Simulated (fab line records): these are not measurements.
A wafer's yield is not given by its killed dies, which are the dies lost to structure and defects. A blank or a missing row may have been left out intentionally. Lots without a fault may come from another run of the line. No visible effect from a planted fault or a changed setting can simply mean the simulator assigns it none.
A struck lot beside a sound one	flow sky130	16 out of 708 route steps
Sound: wafers L423.1, L423.2, L423.6. Struck: wafer L412.1. (L412.5 of the same lot was not struck and is left out.) The cause comes at the end.
Order at every step that has rows: each side's tool, ch and its chambers, its first start. Under that, the readings that differ: sound wafers	struck wafers	difference of the means	sigmas: that difference in standard deviations of wafers without a fault.
alike: readings whose means differ by less than 2 such deviations, and words and numbers that are the same on both sides. not compared: withheld readings, readings that some wafer has no value for, bounds like >300 that may hide the same value, and numbers for which the record gives no deviation and whose values overlap.
A row with sigmas, a row that says differs or no value, or rows on one side alone: a step with any of these is where the two part. Numbers that have no deviation but don't overlap get no sigmas and don't part them. A reading that every wafer of one side lacks parts them only if that side has two wafers or more.

first, 8 steps without rows for these wafers: SKY_POLY_GATE_DEHYDRATE_05 (time 60 s); SKY_POLY_GATE_HMDS_06 (prime time 60 s); SKY_POLY_GATE_COAT_07 (resist thk 110 nm); SKY_POLY_GATE_COAT_08 (resist thk 450 nm); SKY_POLY_GATE_SOFTBAKE_09 (time 90 s); SKY_POLY_GATE_EXPOSE_10 (exposes mask P1M, target cd 150 nm); SKY_POLY_GATE_PEB_11; SKY_POLY_GATE_DEVELOP_12 (develop time 60 s).
SKY_POLY_GATE_CD_MEAS_13: the cd target is 150 nm.
  sound: cdSem-01 at day 24 09:59; struck: cdSem-02 at day 20 13:49
  alike: cdNm
SKY_POLY_GATE_OVL_MEAS_14:
  sound: overlay-01 at day 24 10:07; struck: overlay-02 at day 20 13:56
reading	sound	struck	difference	sigmas
POLY_GATE_OVL (nm)	1 3 3	-11	-13	-3
SKY_POLY_GATE_ETCH_15: etches BARC in N2/H2, stops on SiO2, time 118.5 s, target depth 110 nm.
  sound on rieDiel-02 ch 0,1,3, day 24 10:08; struck on rieDiel-03 ch 0, day 20 13:58
reading	sound	struck	difference	sigmas
drypumpMotorCurrentA (A)	5.3 5.3 5.1	5.9	+0.7	+2
  alike: oesProductAu, throttleValvePct
  not compared: rfHoursCounterH
SKY_POLY_GATE_ETCH_16: etches Si3N4 in CH3F/O2, stops on poly-Si, time 147.5 s, target depth 75 nm.
  sound on rieDiel-02 ch 0,1,3, day 24 10:14; struck on rieDiel-03 ch 0, day 20 14:03
reading	sound	struck	difference	sigmas
drypumpMotorCurrentA (A)	5.2 5.3 5.0	5.9	+0.7	+2
throttleValvePct (%)	10.541 10.536 10.545	10.522	-0.019	-2
  alike: oesProductAu
  not compared: rfHoursCounterH
SKY_POLY_GATE_ETCH_17: etches poly-Si in HBr/Cl2, stops on SiO2, target depth 180 nm, time 70.5 s.
  sound on rieSi-02 ch 0,1,2, day 24 10:20; struck on rieSi-01 ch 1, day 20 14:09
reading	sound	struck	difference	sigmas
oesProductAu (a.u.)	0.997 0.990 1.005	0.875	-0.122	-16
overEtchFrac	0.56667 0.56667 0.56667	0.89065	+0.32398	
model.KrF-thick_of_POLY_GATE_COAT_08.thkNm (nm)	136.3 137.2 132.7	118.8	-16.6	
model.SiO2_of_SONOS_ONO_CVD_04.thkNm (nm)	4.228 4.151 4.185	3.584	-0.604	
  alike: HBr_flow_sccm, drypumpMotorCurrentA, throttleValvePct
  not compared: rfHoursCounterH
SKY_POLY_GATE_STRIP_18: strips in O2/N2.
  sound on plasmaAsher-03 ch 0,1, day 24 10:23; struck on plasmaAsher-03 ch 1, day 20 14:13
reading	sound	struck	difference	sigmas
stripTimeToEndpointS (s)	3.13 3.12 3.09	2.93	-0.18	-4
  alike: drypumpMotorCurrentA, oesProductAu
  not compared: rfHoursCounterH
then, 1 step without rows for these wafers: SKY_POLY_GATE_CLEAN_19 (cleans in SC1/SC2, time 150 s).
-- the record jumps here: 28 days lie between the struck wafers' starts before and after (it left off in module POLY_GATE and takes up again in module PAD_OPEN, whose first step shown is number 708 of the route) --
SKY_PAD_OPEN_PROBE_99:
  sound: prober-02 at day 51 05:27; struck: prober-01 at day 49 02:03
reading	sound	struck	difference	sigmas
killedDies	65 81 76	95	+21	+2
model.etest.tipSonos.rsOhmSq	2650 2627 2648	2532	-110	
model.etest.tipN.rsOhmSq	449.1 449.9 446.4	443.4	-5.1	
  alike: killed_at_M0_to_M3, killed_at_M4_up, killedAtContacts, killedAtFrontEnd, killedAtOther, killedOpen, killedShort

WHERE THEY PART
Last at SKY_PAD_OPEN_PROBE_99 as far as this record goes, first at SKY_POLY_GATE_OVL_MEAS_14.

WHY: what the simulator had put in
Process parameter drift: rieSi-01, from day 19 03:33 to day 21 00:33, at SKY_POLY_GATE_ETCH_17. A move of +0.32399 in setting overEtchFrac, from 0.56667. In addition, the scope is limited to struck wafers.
